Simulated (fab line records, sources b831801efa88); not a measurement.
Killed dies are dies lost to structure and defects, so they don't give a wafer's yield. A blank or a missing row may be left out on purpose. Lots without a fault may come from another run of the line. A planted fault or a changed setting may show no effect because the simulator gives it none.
Split-lot experiment | flow sky130 | 5 lots, 23 wafers read, on a route of 708 steps

THE SPLIT
At SKY_VT_ADJUST_LVTN_IMPLANT_08, the setting energy_kev was moved away from the recipe's 30 on 7 of the 23 wafers read, by -1.9% to +5.1%. The other wafers ran this setting at the recipe's value.

The reading is taken at the split's own step.

THE READING
implant.drp_nm (the simulator's own value, which no gauge read), in nm, at SKY_VT_ADJUST_LVTN_IMPLANT_08. The file gives no usual value for it.

wafer  | tool, chamber at the split | energy_kev as run | against the recipe | implant.drp_nm, nm | against lot-mates on the recipe
L074.2 | implanter-03, 0            | 30                | recipe             | 42.97              | -
L074.3 | implanter-03, 0            | 30                | recipe             | 42.97              | -
L074.4 | implanter-03, 0            | 30                | recipe             | 42.97              | -
L075.1 | implanter-02, 0            | 31.53             | +5.1%              | 44.53              | +1.56
L075.2 | implanter-02, 0            | 31.53             | +5.1%              | 44.53              | +1.56
L075.5 | implanter-02, 0            | 31.53             | +5.1%              | 44.53              | +1.56
L075.3 | implanter-02, 0            | 30                | recipe             | 42.97              | -
L075.6 | implanter-02, 0            | 30                | recipe             | 42.97              | -
L080.1 | implanter-02, 0            | 30                | recipe             | 42.97              | -
L080.2 | implanter-02, 0            | 30                | recipe             | 42.97              | -
L080.3 | implanter-02, 0            | 30                | recipe             | 42.97              | -
L080.4 | implanter-02, 0            | 30                | recipe             | 42.97              | -
L080.5 | implanter-02, 0            | 30                | recipe             | 42.97              | -
L083.1 | implanter-02, 0            | 29.42             | -1.9%              | 42.3               | -0.67
L083.6 | implanter-02, 0            | 29.42             | -1.9%              | 42.3               | -0.67
L083.2 | implanter-02, 0            | 30                | recipe             | 42.97              | -
L083.3 | implanter-02, 0            | 30                | recipe             | 42.97              | -
L083.5 | implanter-02, 0            | 30                | recipe             | 42.97              | -
L085.1 | implanter-03, 0            | 31.18             | +3.9%              | 44.19              | +1.22
L085.2 | implanter-03, 0            | 31.18             | +3.9%              | 44.19              | +1.22
L085.3 | implanter-03, 0            | 30                | recipe             | 42.97              | -
L085.4 | implanter-03, 0            | 30                | recipe             | 42.97              | -
L085.6 | implanter-03, 0            | 30                | recipe             | 42.97              | -

THE FIT
A straight line over all 23 wafers: implant.drp_nm changes by +0.311 nm for each +1% of energy_kev; r = +1.00; the points scatter about the line by 0.021 nm.
The same after taking each lot's own level away (the mean of its wafers on the recipe; 23 wafers): +0.311 nm for each +1%; r = +1.00; scatter 0.021 nm.
On that fit, the largest move of energy_kev shifts the reading by 1.6 nm.
The lots' own levels span 42.970 to 42.970 nm.
So the lot-to-lot level changes the slope little: the two slopes agree.
Check: with one of the wafers moved furthest among these (+5.1%) left out of the fit, the line predicts +1.58 nm for it against its lot-mates. It came out at +1.56 nm against them.

OTHER SPLITS ON THESE WAFERS
These wafers also went through other splits before the reading. Each is held against what the fit with the lots' levels taken away leaves over:
other split on the same wafers           | wafers away from the commonest value | r with implant.drp_nm (lot level and that fit taken away)
SKY_DNWELL_COAT_02 resist_thk_nm         | 8                                    | +0.10
SKY_NWELL_IMPLANT_24 energy_kev          | 8                                    | +0.13
SKY_VT_ADJUST_HVTP_COAT_02 resist_thk_nm | 5                                    | +0.08
SKY_VT_ADJUST_HVTP_IMPLANT_09 dose_cm2   | 11                                   | -0.33

THE WHOLE CHAIN: every reading that the file lists as answering this split, in the file's order
step                          | what it does | reading                                                         | change (the file's fit)               | r (the file's)
SKY_VT_ADJUST_LVTN_IMPLANT_08 |              | implant.rp_nm (the simulator's own value, which no gauge read)  | +0.957 nm for each +1% of the setting | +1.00
SKY_VT_ADJUST_LVTN_IMPLANT_08 |              | implant.drp_nm (the simulator's own value, which no gauge read) | +0.31 nm for each +1% of the setting  | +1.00

THE FILE'S OWN FIT
implant.drp_nm changes by +0.31 nm for each +1% of energy_kev, r = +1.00.
